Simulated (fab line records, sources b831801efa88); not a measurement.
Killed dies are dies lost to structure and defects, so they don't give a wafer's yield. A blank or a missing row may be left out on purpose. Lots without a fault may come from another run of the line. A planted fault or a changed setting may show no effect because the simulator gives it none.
Problem report in the 8D (eight disciplines) form, filled by code | flow gf180mcu | the parts of the form that need people (team, actions taken, sign-off) are left out

1. THE PROBLEM
dose_ions_cm2 at GF_HV_LDD_IMPLANT_35 reads a mean of 7.996e+12 on 9 wafers of 3 lots; wafers without a fault read 7.501e+12 with a standard deviation of 7.9e+09. That is +63 standard deviations from the usual mean.
First seen on wafer L842.1, day 15 02:11, on implanter-01. The record holds 39 wafers of 13 lots with a number at this step. Rule for "out", or "out of limits": more than 4 standard deviations from the usual mean. The other wafers with a number count as sound.

2. WHAT IT IS AND WHAT IT IS NOT
question                    | is                     | is not
which readings at this step | dose_ions_cm2          | -
which lots                  | L842, L843, L844       | L832, L834, L835, L839, L840, L845, L848, L849, L851, L853
which wafers of those lots  | all that have a number | -
read on which tools         | implanter-01           | implanter-02, implanter-04
when                        | from day 15 02:11      | up to then (15 sound wafers); but 15 sound wafers of L845, L848, L849, L851, L853 came after

3. SUSPECTS, AND WHAT RULES EACH OUT
Counting: a tool at a process step up to the reading stays a suspect if it ran every lot that is out and no sound lot after the first of them.
- rtp_anneal-02 at GF_VT_IMPLANT_RTA_45 (time 30 s): ruled out as a lasting fault. Sound lots L848, L849, L851, L853 ran on it after its first lot that is out, L842 (day 10 14:37).
- plasma_asher-01 at GF_DUAL_GATE_STRIP_13 (strips in O2/N2): ruled out as a lasting fault. Sound lots L851 ran on it after its first lot that is out, L842 (day 11 11:23).
- implanter-01 at GF_HV_LDD_IMPLANT_35: kept. It ran every lot that is out, first L842 (day 15 02:11), and no sound lot after that; its last sound lot up to then is L840 (day 14 08:49). Its own readings are out on those wafers: dose_ions_cm2.
Left after counting: implanter-01 at GF_HV_LDD_IMPLANT_35.

4. THE CAUSE (what the simulator had put in)
Process parameter drift: implanter-01, from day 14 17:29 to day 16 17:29, at GF_HV_LDD_IMPLANT_35. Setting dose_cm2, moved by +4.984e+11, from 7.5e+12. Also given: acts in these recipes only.
Counting left only this tool.

5. THE CHAIN OF EFFECTS, in route order
Each row: a reading whose mean over the struck wafers that have a number lies more than 3 standard deviations from the usual. Only readings for which the record gives a usual standard deviation are gone through. hours: the time from each lot's start at the first step in this table that gives one to its start at this step, as a median over the lots. sigmas: the change in usual standard deviations.
hours | step                 | reading            | usual     | on struck wafers | change     | sigmas
0     | GF_HV_LDD_IMPLANT_35 | dose_ions_cm2      | 7.501e+12 | 7.996e+12        | +4.946e+11 | +63
0     | GF_HV_LDD_IMPLANT_35 | faraday_current_uA | 42.3      | 45.3             | +3.0       | +4.1
The process steps in it:
- GF_HV_LDD_IMPLANT_35

6. WHAT WOULD HAVE CAUGHT IT SOONER
In this record the first reading out of limits was taken at day 15 02:11, 9 hours after the fault began at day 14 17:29.
